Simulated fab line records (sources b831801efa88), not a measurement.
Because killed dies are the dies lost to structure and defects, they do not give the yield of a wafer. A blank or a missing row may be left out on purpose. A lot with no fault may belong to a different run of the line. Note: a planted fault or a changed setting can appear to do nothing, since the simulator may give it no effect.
A lot that was struck, set against a sound lot || flow sky130 || 16 steps out of a route of 708
Sound: the wafers L335.2, L335.5, L335.6. Struck: wafers L341.1, L341.4, L341.6. The cause is given at the end.
Each step with rows lists, per side, the tool, then ch with its chambers, then its first start. Under that, the readings that differ: sound wafers || struck wafers || difference of the means || sigmas: that difference in standard deviations of wafers without a fault.
alike: words and numbers the same on both sides, and readings whose means are apart by under 2 such deviations; not compared: readings that were withheld, readings missing a value for some wafer, numbers with overlapping values and no deviation given by the record, and bounds like >300 which may hide the same value.
A row with sigmas, a row that says differs or no value, or rows on one side alone: a step with any of these is where the two part. Non-overlapping numbers with no deviation appear without sigmas and do not part them. A reading missing from all wafers of one side parts the sides only when that side holds two or more wafers.

first, 7 steps without rows for these wafers: SKY_METAL4_HMDS_06 (prime time 60 s); SKY_METAL4_COAT_07 (resist thk 60 nm); SKY_METAL4_COAT_08 (resist thk 1140 nm); SKY_METAL4_SOFTBAKE_09 (time 90 s); SKY_METAL4_EXPOSE_10 (exposes mask MM4, target cd 300 nm); SKY_METAL4_PEB_11; SKY_METAL4_DEVELOP_12 (develop time 60 s).
SKY_METAL4_CD_MEAS_13: target cd 300 nm.
  struck on cd_sem-01, day 44 01:39; sound on cd_sem-02, day 42 11:54
  alike: cd_nm
SKY_METAL4_OVL_MEAS_14:
  struck on overlay-01, day 44 01:46; sound on overlay-02, day 42 12:01
  alike: METAL4_OVL
SKY_METAL4_DESCUM_15: chemistry O2, time 8 s.
  sound on rie_metal-03 ch 0,1, day 42 12:02; struck on rie_metal-02 ch 0,1, day 44 01:49
  alike: drypump_motor_current_A, oes_product_au, temp_c
  not compared: rf_hours_counter_h
SKY_METAL4_ETCH_16: etches BARC in N2/H2, stops on SiO2, time 88.2 s, target depth 60 nm.
  sound on rie_metal-03 ch 0,1, day 42 12:04; struck on rie_metal-02 ch 0,1, day 44 01:50
  alike: drypump_motor_current_A, oes_product_au, throttle_valve_pct
  not compared: rf_hours_counter_h
SKY_METAL4_ETCH_17: etches SiO2 in C4F8/O2/Ar, stops on TiN, time 3.9 s, target depth 15 nm.
  sound on rie_diel-04 ch 1,2, day 42 12:10; struck on rie_diel-01 ch 0,1,3, day 44 01:56
  alike: oes_product_au
  not compared: rf_hours_counter_h
SKY_METAL4_METAL_ETCH_18: etches the open film in Cl2/BCl3, stops on SiO2, target depth 845 nm, time 183.1 s.
  sound on rie_metal-04 ch 1, day 42 12:14; struck on rie_metal-03 ch 0,1, day 44 01:58
{"reading": "model.KrF-thick_of_METAL4_COAT_08.thk_nm (nm)", "sound": "519.5 519.3 520.7", "struck": "618.9 610.5 612.7", "difference": "+94.2", "sigmas": ""}
{"reading": "model.SiO2_of_VIA3_HDPCVD_00.thk_nm (nm)", "sound": "433.9 434.3 435.7", "struck": "439 439.2 438.9", "difference": "+4", "sigmas": ""}
  alike: drypump_motor_current_A, oes_product_au, throttle_valve_pct
  not compared: rf_hours_counter_h, model.METAL4.cd_nm
SKY_METAL4_STRIP_19: strips in O2/N2.
  sound on plasma_asher-04 ch 0,1, day 42 12:32; struck on plasma_asher-01 ch 0,1, day 44 02:08
{"reading": "oes_product_au (a.u.)", "sound": "0.496 0.504 0.498", "struck": "0.543 0.544 0.533", "difference": "+0.041", "sigmas": "+8"}
{"reading": "strip_time_to_endpoint_s (s)", "sound": "6.46 6.47 6.47", "struck": "7.44 7.35 7.39", "difference": "+0.93", "sigmas": "+14"}
  alike: drypump_motor_current_A
  not compared: rf_hours_counter_h
then, 1 step without rows for these wafers: SKY_METAL4_STRIP_20 (strips in post etch residue remover, time 1200 s).
-- the record jumps here: 4 days lie between the struck wafers' starts before and after (it left off in module METAL4 and takes up again in module PAD_OPEN, whose first step shown is number 708 of the route) --
SKY_PAD_OPEN_PROBE_99:
  struck on prober-01, day 47 19:26; sound on prober-01, day 46 10:50
{"reading": "model.etest.met4_comb.leak_log10_a_um", "sound": "-12.07 -12.11 -12.07", "struck": "-10.57 -11.66 -11.51", "difference": "+0.84", "sigmas": ""}
  not compared: model.etest.met4.width_nm, model.etest.met4.line_ohm_um

WHERE THEY PART
SKY_METAL4_STRIP_19 only, going by this record.

WHY: the cause the simulator had injected
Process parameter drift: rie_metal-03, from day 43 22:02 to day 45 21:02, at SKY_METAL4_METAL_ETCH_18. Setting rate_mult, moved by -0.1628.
